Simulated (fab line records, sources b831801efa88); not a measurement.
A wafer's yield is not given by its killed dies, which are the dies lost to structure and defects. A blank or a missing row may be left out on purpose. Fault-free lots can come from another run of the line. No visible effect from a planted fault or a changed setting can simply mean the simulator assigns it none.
fab line records + flow sfq-line
[record]
- lots = 13
- wafers = 39
- last-day = 84
route steps=325 shown L0V@16 M6@262 I7@296
lots that met no fault: taken from a fault-free run of the same line
start-h: hours from the record's first day to the start of the lot's first wafer shown + wait-h: hours since the lot's step before + " the same as in the row above + L1.1+2: a row that stands for several wafers + - no value, or no start given + * or withheld: withheld + < > ~ a bound
route shown NAME@n: a module of which the file shows steps, and the number in the route of the first + usual: average and standard deviation across the fault-free wafers + same: alike in all rows + chamber/n: place in a boat + sites: the reading at each site + _std_site: the standard deviation of these + _edge_site: the outer-site mean with the inner-site mean subtracted + radius-mm: how far each site lies from the wafer's centre + mask NAME#n: copy n + behind: tool/chamber where the wafer was last shaped + hold: the reason the lot was held/the length of the hold in hours/how it ended + device: transistor that didn't switch, given as n, p or np + end of line: the route-end tests of the same wafers + a step given without rows: its recipe and nothing more + killed: count of dies lost to structure and defects at first sort (not the wafer's yield) + map: the dies of a wafer, with x for killed, . for not killed, _ for no die there
set.NAME: the setting as run; set.NAME@STEP: as run at that earlier step + model.NAME: the simulator's own value behind a step, which no gauge read
one table for each step of the route and one row for each wafer, over a sample of lots
services: when a tool's chamber went out of use (start-h, in hours from the record's first day, below 0 if earlier), for how many hours, and the reason
[[steps]]
[step SFQ_TRILAYER_L0_CAP_PECVD_011]
[recipe]
- material = SiO2
- temp-c = 150
- time-s = 13.333
- pressure-torr = 2.4
- rf-w = 183.3
- precursor = SiH4/N2O
- target-thk-nm = 60
[usual]
- heater-power-w = 88/20
- throttle-valve-pct = 25.7/1.5
| lot.wafer | tool     | chamber | start-h | wait-h | heater-power-w | throttle-valve-pct |
|-----------|----------|---------|---------|--------|----------------|--------------------|
| L469.2    | pecvd-01 | 1       | 62.04   | 0.0    | 79             | 24.0               |
| L469.5    | "        | 2       | "       | "      | 98             | 24.0               |
| L469.6    | "        | 1       | "       | "      | 80             | 24.1               |
| L470.1    | pecvd-03 | 1       | 68.04   | 0.0    | 80             | 25.1               |
| L470.2    | "        | 0       | "       | "      | 138            | 25.2               |
| L470.4    | "        | 0       | "       | "      | 140            | 24.9               |
| L472.2    | pecvd-03 | 2       | 80.79   | 0.0    | 83             | 27.3               |
| L472.3    | "        | 1       | "       | "      | 73             | 25.2               |
| L472.4    | "        | 2       | "       | "      | 81             | 27.0               |
| L473.4    | pecvd-01 | 2       | 83.91   | 0.0    | 85             | 24.2               |
| L473.5    | "        | 2       | "       | "      | 86             | 24.1               |
| L473.6    | "        | 0       | "       | "      | 62             | 25.4               |
| L475.3    | pecvd-01 | 1       | 88.99   | 0.0    | 84             | 24.2               |
| L475.5    | "        | 1       | "       | "      | 84             | 24.1               |
| L475.6    | "        | 2       | "       | "      | 96             | 24.1               |
| L476.1    | pecvd-03 | 0       | 97.39   | 0.0    | 133            | 25.0               |
| L476.2    | "        | 2       | "       | "      | 82             | 27.6               |
| L476.5    | "        | 2       | "       | "      | 84             | 27.9               |
| L478.3    | pecvd-01 | 2       | 108.19  | 0.0    | 99             | 24.0               |
| L478.5    | "        | 1       | "       | "      | 85             | 24.1               |
| L478.6    | "        | 2       | "       | "      | 100            | 24.0               |
| L479.2    | pecvd-01 | 2       | 111.79  | 0.0    | 99             | 24.2               |
| L479.5    | "        | 2       | "       | "      | 101            | 24.2               |
| L479.6    | "        | 0       | "       | "      | 66             | 25.6               |
| L480.4    | pecvd-04 | 2       | 117.80  | 0.0    | 79             | 25.2               |
| L480.5    | "        | 1       | "       | "      | 110            | 29.1               |
| L480.6    | "        | 0       | "       | "      | 74             | 26.2               |
| L481.2    | pecvd-01 | 1       | 122.60  | 0.0    | 81             | 24.2               |
| L481.3    | "        | 0       | "       | "      | 72             | 25.5               |
| L481.4    | "        | 2       | "       | "      | 98             | 23.9               |
| L482.1    | pecvd-03 | 0       | 127.50  | 0.0    | 122            | 25.3               |
| L482.2    | "        | 1       | "       | "      | 67             | 24.9               |
| L482.6    | "        | 2       | "       | "      | 80             | 27.6               |
| L483.1    | pecvd-03 | 1       | 134.87  | 0.0    | 78             | 25.3               |
| L483.2    | "        | 0       | "       | "      | 120            | 25.6               |
| L483.4    | "        | 1       | "       | "      | 78             | 25.2               |
| L492.1    | pecvd-01 | 0       | 184.68  | 0.0    | 67             | 25.6               |
| L492.4    | "        | 2       | "       | "      | 90             | 24.3               |
| L492.5    | "        | 0       | "       | "      | 68             | 25.8               |
[step SFQ_TRILAYER_L0_VIA_ETCH_VIA_ETCH_016]
[recipe]
- target = SiO2
- stop-on = MoNx_KI
- mask-material = PR
- chemistry = CHF3
- target-depth-nm = 80
- source-w = 500
- bias-w = 80
- pressure-mtorr = 30
- time-s = withheld
[usual]
- drypump-motor-current-A = 5.57/0.24
- oes-product-au = 0.843/0.0077
| lot.wafer | tool        | chamber | start-h | wait-h | drypump-motor-current-A | oes-product-au |
|-----------|-------------|---------|---------|--------|-------------------------|----------------|
| L469.2    | rie-diel-04 | 2       | 106.49  | 0.0    | 5.77                    | 0.850          |
| L469.5    | "           | 2       | "       | "      | 5.77                    | 0.862          |
| L469.6    | "           | 3       | "       | "      | 5.84                    | 0.846          |
| L470.1    | rie-diel-04 | 3       | 112.49  | 0.0    | 5.81                    | 0.836          |
| L470.2    | "           | 0       | "       | "      | 5.69                    | 0.837          |
| L470.4    | "           | 0       | "       | "      | 5.67                    | 0.841          |
| L472.2    | rie-diel-03 | 2       | 123.32  | 0.0    | 5.77                    | 0.840          |
| L472.3    | "           | 1       | "       | "      | 5.64                    | 0.840          |
| L472.4    | "           | 0       | "       | "      | 5.43                    | 0.832          |
| L473.4    | rie-diel-04 | 0       | 128.09  | 0.0    | 5.70                    | 0.835          |
| L473.5    | "           | 0       | "       | "      | 5.71                    | 0.842          |
| L473.6    | "           | 3       | "       | "      | 5.79                    | 0.837          |
| L475.3    | rie-diel-02 | 2       | 135.39  | 0.0    | 4.93                    | 0.849          |
| L475.5    | "           | 0       | "       | "      | 5.51                    | 0.855          |
| L475.6    | "           | 1       | "       | "      | 5.70                    | 0.861          |
| L476.1    | rie-diel-04 | 0       | 143.79  | 0.0    | 5.71                    | 0.845          |
| L476.2    | "           | 2       | "       | "      | 5.75                    | 0.838          |
| L476.5    | "           | 2       | "       | "      | 5.74                    | 0.852          |
| L478.3    | rie-diel-04 | 0       | 154.59  | 0.0    | 5.73                    | 0.848          |
| L478.5    | "           | 0       | "       | "      | 5.72                    | 0.860          |
| L478.6    | "           | 1       | "       | "      | 5.36                    | 0.865          |
| L479.2    | rie-diel-03 | 0       | 156.99  | 0.0    | 5.43                    | 0.841          |
| L479.5    | "           | 3       | "       | "      | 5.81                    | 0.855          |
| L479.6    | "           | 2       | "       | "      | 5.75                    | 0.844          |
| L480.4    | rie-diel-02 | 0       | 164.19  | 0.0    | 5.50                    | 0.849          |
| L480.5    | "           | 1       | "       | "      | 5.71                    | 0.843          |
| L480.6    | "           | 0       | "       | "      | 5.48                    | 0.838          |
| L481.2    | rie-diel-02 | 2       | 171.19  | 0.0    | 4.93                    | 0.836          |
| L481.3    | "           | 3       | "       | "      | 5.32                    | 0.848          |
| L481.4    | "           | 0       | "       | "      | 5.47                    | 0.849          |
| L482.1    | rie-diel-04 | 1       | 175.99  | 0.0    | 5.37                    | 0.840          |
| L482.2    | "           | 2       | "       | "      | 5.78                    | 0.839          |
| L482.6    | "           | 0       | "       | "      | 5.68                    | 0.850          |
| L483.1    | rie-diel-02 | 0       | 185.61  | 0.0    | 5.47                    | 0.841          |
| L483.2    | "           | 1       | "       | "      | 5.67                    | 0.832          |
| L483.4    | "           | 2       | "       | "      | 4.95                    | 0.846          |
| L492.1    | rie-diel-04 | 3       | 240.81  | 0.0    | 5.79                    | 0.814          |
| L492.4    | "           | 1       | "       | "      | 5.34                    | 0.815          |
| L492.5    | "           | 0       | "       | "      | 5.71                    | 0.812          |
[step SFQ_TRILAYER_M6_BARC_OPEN_METAL_ETCH_206]
[recipe]
- mask-material = PR
- chemistry = O2
- target-depth-nm = 125
- target = BARC
- icp-w = 600
- bias-w = 80
- pressure-mtorr = 10
- time-s = 41.7
[usual]
- drypump-motor-current-A = 5.62/0.28
- oes-product-au = 0.685/0.0043
| lot.wafer | tool         | chamber | start-h | wait-h | drypump-motor-current-A | oes-product-au | rf-hours-counter-h |
|-----------|--------------|---------|---------|--------|-------------------------|----------------|--------------------|
| L469.2    | rie-metal-01 | 0       | 1524.03 | 0.0    | 5.92                    | 0.693          | 36                 |
| L469.5    | "            | 0       | "       | "      | 5.92                    | 0.687          | -                  |
| L469.6    | "            | 1       | "       | "      | 5.45                    | 0.685          | -                  |
| L470.1    | rie-metal-03 | 0       | 1539.63 | 0.0    | 5.51                    | 0.681          | 17                 |
| L470.2    | "            | 1       | "       | "      | 5.25                    | 0.686          | 99                 |
| L470.4    | "            | 0       | "       | "      | 5.50                    | 0.691          | -                  |
| L472.2    | rie-metal-04 | 0       | 1566.03 | 0.0    | 6.14                    | 0.685          | 65                 |
| L472.3    | "            | 1       | "       | "      | 5.62                    | 0.688          | -                  |
| L472.4    | "            | 0       | "       | "      | 6.12                    | 0.688          | -                  |
| L473.4    | rie-metal-01 | 0       | 1568.45 | 0.0    | 5.89                    | 0.688          | -                  |
| L473.5    | "            | 0       | "       | "      | 5.89                    | 0.687          | -                  |
| L473.6    | "            | 1       | "       | "      | 5.48                    | 0.690          | -                  |
| L475.3    | rie-metal-03 | 1       | 1579.25 | 0.0    | 5.26                    | 0.679          | -                  |
| L475.5    | "            | 1       | "       | "      | 5.28                    | 0.690          | -                  |
| L475.6    | "            | 0       | "       | "      | 5.51                    | 0.680          | -                  |
| L476.1    | rie-metal-04 | 0       | 1584.03 | 0.0    | 6.16                    | 0.688          | 66                 |
| L476.2    | "            | 1       | "       | "      | 5.66                    | 0.679          | 45                 |
| L476.5    | "            | 0       | "       | "      | 6.13                    | 0.686          | -                  |
| L478.3    | rie-metal-03 | 0       | 1618.65 | 0.0    | 5.50                    | 0.681          | -                  |
| L478.5    | "            | 0       | "       | "      | 5.49                    | 0.682          | -                  |
| L478.6    | "            | 1       | "       | "      | 5.33                    | 0.688          | -                  |
| L479.2    | rie-metal-01 | 0       | 1631.83 | 0.0    | 5.93                    | 0.681          | 45                 |
| L479.5    | "            | 1       | "       | "      | 5.47                    | 0.687          | -                  |
| L479.6    | "            | 0       | "       | "      | 5.92                    | 0.681          | -                  |
| L480.4    | rie-metal-03 | 1       | 1637.85 | 0.0    | 5.28                    | 0.691          | -                  |
| L480.5    | "            | 1       | "       | "      | 5.32                    | 0.693          | -                  |
| L480.6    | "            | 0       | "       | "      | 5.51                    | 0.683          | -                  |
| L481.2    | rie-metal-04 | 1       | 1646.23 | 0.0    | 5.64                    | 0.687          | 51                 |
| L481.3    | "            | 0       | "       | "      | 6.15                    | 0.680          | -                  |
| L481.4    | "            | 1       | "       | "      | 5.62                    | 0.687          | -                  |
| L482.1    | rie-metal-03 | 0       | 1658.23 | 0.0    | 5.51                    | 0.688          | 28                 |
| L482.2    | "            | 1       | "       | "      | 5.29                    | 0.676          | 110                |
| L482.6    | "            | 0       | "       | "      | 5.51                    | 0.689          | -                  |
| L483.1    | rie-metal-01 | 1       | 1663.03 | 0.0    | 5.47                    | 0.692          | 28                 |
| L483.2    | "            | 0       | "       | "      | 5.89                    | 0.677          | 48                 |
| L483.4    | "            | 0       | "       | "      | 5.90                    | 0.687          | -                  |
| L492.1    | rie-metal-01 | 1       | 1752.60 | 0.0    | 5.47                    | 0.688          | 44                 |
| L492.4    | "            | 1       | "       | "      | 5.47                    | 0.691          | -                  |
| L492.5    | "            | 1       | "       | "      | 5.47                    | 0.679          | -                  |
[step SFQ_TRILAYER_I7_DEP_PECVD_183]
[recipe]
- material = SiO2
- temp-c = 150
- time-s = 111.11
- pressure-torr = 2.4
- rf-w = 183.3
- precursor = SiH4/N2O
- target-thk-nm = 500
[usual]
- heater-power-w = 96/22
- throttle-valve-pct = 25.3/1.2
| lot.wafer | tool     | chamber | start-h | wait-h | heater-power-w | throttle-valve-pct |
|-----------|----------|---------|---------|--------|----------------|--------------------|
| L469.2    | pecvd-04 | 0       | 1653.36 | 0.0    | 64             | 25.4               |
| L469.5    | "        | 0       | "       | "      | 69             | 25.6               |
| L469.6    | "        | 1       | "       | "      | 111            | 27.0               |
| L470.1    | pecvd-04 | 1       | 1666.30 | 0.0    | 109            | 27.0               |
| L470.2    | "        | 0       | "       | "      | 70             | 25.9               |
| L470.4    | "        | 0       | "       | "      | 75             | 25.6               |
| L472.2    | pecvd-04 | 1       | 1686.82 | 0.0    | 103            | 27.1               |
| L472.3    | "        | 2       | "       | "      | 82             | 23.6               |
| L472.4    | "        | 1       | "       | "      | 107            | 27.1               |
| L473.4    | pecvd-04 | 1       | 1690.44 | 0.0    | 103            | 27.1               |
| L473.5    | "        | 2       | "       | "      | 76             | 23.6               |
| L473.6    | "        | 0       | "       | "      | 75             | 25.4               |
| L475.3    | pecvd-04 | 1       | 1695.46 | 0.0    | 108            | 27.2               |
| L475.5    | "        | 2       | "       | "      | 81             | 23.5               |
| L475.6    | "        | 1       | "       | "      | 93             | 27.0               |
| L476.1    | pecvd-04 | 1       | 1699.06 | 0.0    | 104            | 27.3               |
| L476.2    | "        | 2       | "       | "      | 82             | 23.5               |
| L476.5    | "        | 1       | "       | "      | 108            | 27.3               |
| L478.3    | pecvd-04 | 0       | 1816.91 | 0.0    | 73             | 25.7               |
| L478.5    | "        | 0       | "       | "      | 77             | 25.8               |
| L478.6    | "        | 2       | "       | "      | 81             | 23.9               |
| L479.2    | pecvd-04 | 2       | 1830.11 | 0.0    | 81             | 23.6               |
| L479.5    | "        | 0       | "       | "      | 80             | 25.4               |
| L479.6    | "        | 2       | "       | "      | 82             | 23.5               |
| L480.4    | pecvd-03 | 2       | 1833.76 | 0.0    | 86             | 27.0               |
| L480.5    | "        | 1       | "       | "      | 68             | 25.5               |
| L480.6    | "        | 0       | "       | "      | 134            | 24.2               |
| L481.2    | pecvd-02 | 2       | 1837.42 | 0.0    | 100            | 24.9               |
| L481.3    | "        | 0       | "       | "      | 112            | 24.7               |
| L481.4    | "        | 1       | "       | "      | 125            | 24.2               |
| L482.1    | pecvd-04 | 0       | 1848.20 | 0.0    | 65             | 25.6               |
| L482.2    | "        | 1       | "       | "      | 102            | 26.9               |
| L482.6    | "        | 2       | "       | "      | 79             | 23.6               |
| L483.1    | pecvd-02 | 1       | 1852.22 | 0.0    | 111            | 24.5               |
| L483.2    | "        | 2       | "       | "      | 94             | 25.0               |
| L483.4    | "        | 0       | "       | "      | 119            | 24.8               |
| L492.1    | pecvd-03 | 0       | 1933.46 | 0.0    | 136            | 24.4               |
| L492.4    | "        | 0       | "       | "      | 137            | 24.5               |
| L492.5    | "        | 1       | "       | "      | 69             | 25.3               |
[step SFQ_I7_BOW_MEAS_946]
[recipe]
- mode = bow
[usual]
- I7_BOW = 8/13
| lot.wafer | tool          | chamber | start-h | wait-h | I7_BOW[um] |
|-----------|---------------|---------|---------|--------|------------|
| L469.2    | film-metro-04 | -       | 1659.28 | 1.0    | -3         |
| L469.5    | "             | -       | "       | "      | 4          |
| L469.6    | "             | -       | "       | "      | -11        |
| L470.1    | film-metro-02 | -       | 1670.33 | 2.0    | 4          |
| L470.2    | "             | -       | "       | "      | 10         |
| L470.4    | "             | -       | "       | "      | 15         |
| L472.2    | film-metro-03 | -       | 1694.35 | 2.5    | -1         |
| L472.3    | "             | -       | "       | "      | -2         |
| L472.4    | "             | -       | "       | "      | 2          |
| L473.4    | film-metro-03 | -       | 1697.39 | 1.1    | -7         |
| L473.5    | "             | -       | "       | "      | -1         |
| L473.6    | "             | -       | "       | "      | -5         |
| L475.3    | film-metro-04 | -       | 1700.37 | 2.5    | -4         |
| L475.5    | "             | -       | "       | "      | -3         |
| L475.6    | "             | -       | "       | "      | -7         |
| L476.1    | film-metro-04 | -       | 1706.33 | 1.5    | -2         |
| L476.2    | "             | -       | "       | "      | 1          |
| L476.5    | "             | -       | "       | "      | 11         |
| L478.3    | film-metro-02 | -       | 1820.03 | 1.5    | 7          |
| L478.5    | "             | -       | "       | "      | 16         |
| L478.6    | "             | -       | "       | "      | 5          |
| L479.2    | film-metro-02 | -       | 1833.21 | 1.5    | 21         |
| L479.5    | "             | -       | "       | "      | 9          |
| L479.6    | "             | -       | "       | "      | 27         |
| L480.4    | film-metro-04 | -       | 1836.86 | 2.1    | 17         |
| L480.5    | "             | -       | "       | "      | 23         |
| L480.6    | "             | -       | "       | "      | 22         |
| L481.2    | film-metro-03 | -       | 1840.52 | 1.5    | 4          |
| L481.3    | "             | -       | "       | "      | -2         |
| L481.4    | "             | -       | "       | "      | 9          |
| L482.1    | film-metro-04 | -       | 1851.28 | 2.0    | 29         |
| L482.2    | "             | -       | "       | "      | 20         |
| L482.6    | "             | -       | "       | "      | 2          |
| L483.1    | film-metro-03 | -       | 1855.29 | 2.0    | 35         |
| L483.2    | "             | -       | "       | "      | 30         |
| L483.4    | "             | -       | "       | "      | 24         |
| L492.1    | film-metro-02 | -       | 1937.77 | 2.5    | 36         |
| L492.4    | "             | -       | "       | "      | 28         |
| L492.5    | "             | -       | "       | "      | 21         |
[[services]]
| tool        | chamber | start-h | hours | kind   |
|-------------|---------|---------|-------|--------|
| pecvd-03    | 1       | 50.63   | 5.7   | repair |
| pecvd-01    | -       | 51.28   | 0.4   | repair |
| pecvd-01    | 1       | 77.50   | 10.6  | repair |
| pecvd-03    | -       | 100.62  | 1.2   | repair |
| rie-diel-04 | 2       | 107.62  | 7.5   | repair |
| pecvd-01    | -       | 162.32  | 1.0   | repair |
| pecvd-04    | -       | 165.04  | 0.7   | repair |
| pecvd-04    | 2       | 221.65  | 8.0   | repair |
| pecvd-04    | 1       | 302.42  | 7.0   | repair |
| pecvd-04    | 2       | 431.36  | 3.0   | repair |
| pecvd-04    | -       | 487.53  | 1.2   | repair |
| pecvd-04    | -       | 563.75  | 14.0  | pm     |
| pecvd-04    | -       | 725.10  | 14.6  | pm     |
| pecvd-04    | -       | 746.70  | 2.8   | pm     |
| pecvd-04    | 0       | 785.75  | 10.2  | repair |
| pecvd-04    | -       | 787.63  | 0.4   | repair |
| pecvd-04    | -       | 916.40  | 28.1  | pm     |
| pecvd-04    | 1       | 969.84  | 3.9   | repair |
| pecvd-04    | 1       | 994.90  | 12.7  | repair |
| pecvd-04    | -       | 1041.89 | 1.2   | repair |
| pecvd-04    | -       | 1414.70 | 5.5   | pm     |
| pecvd-04    | 2       | 1465.14 | 10.0  | repair |
| pecvd-04    | 2       | 1785.09 | 9.8   | repair |
| pecvd-04    | -       | 1842.70 | 2.8   | pm     |
[[key]]
[first-sign]
- step = SFQ_TRILAYER_L0_VIA_ETCH_VIA_ETCH_016
- reading = oes-product-au
- direction = down
- sigmas = 3.8
- usual = 0.843
- struck = 0.814
effect none on later readings
met-at SFQ_TRILAYER_L0_CAP_PECVD_011
struck-lots L492
not-acting-at SFQ_TRILAYER_M6_BARC_OPEN_METAL_ETCH_206,SFQ_TRILAYER_I7_DEP_PECVD_183,SFQ_I7_BOW_MEAS_946
onset-between 122.60 184.68
also-fits time
[fault]
- kind = process-parameter-drift
- tool = pecvd-01
- chamber = -
- onset-h = 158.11
- steps = SFQ_TRILAYER_L0_CAP_PECVD_011
- channel = time-s
- offset = *
- shape = step
- end-h = 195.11
- acts-in = *
- stated = *
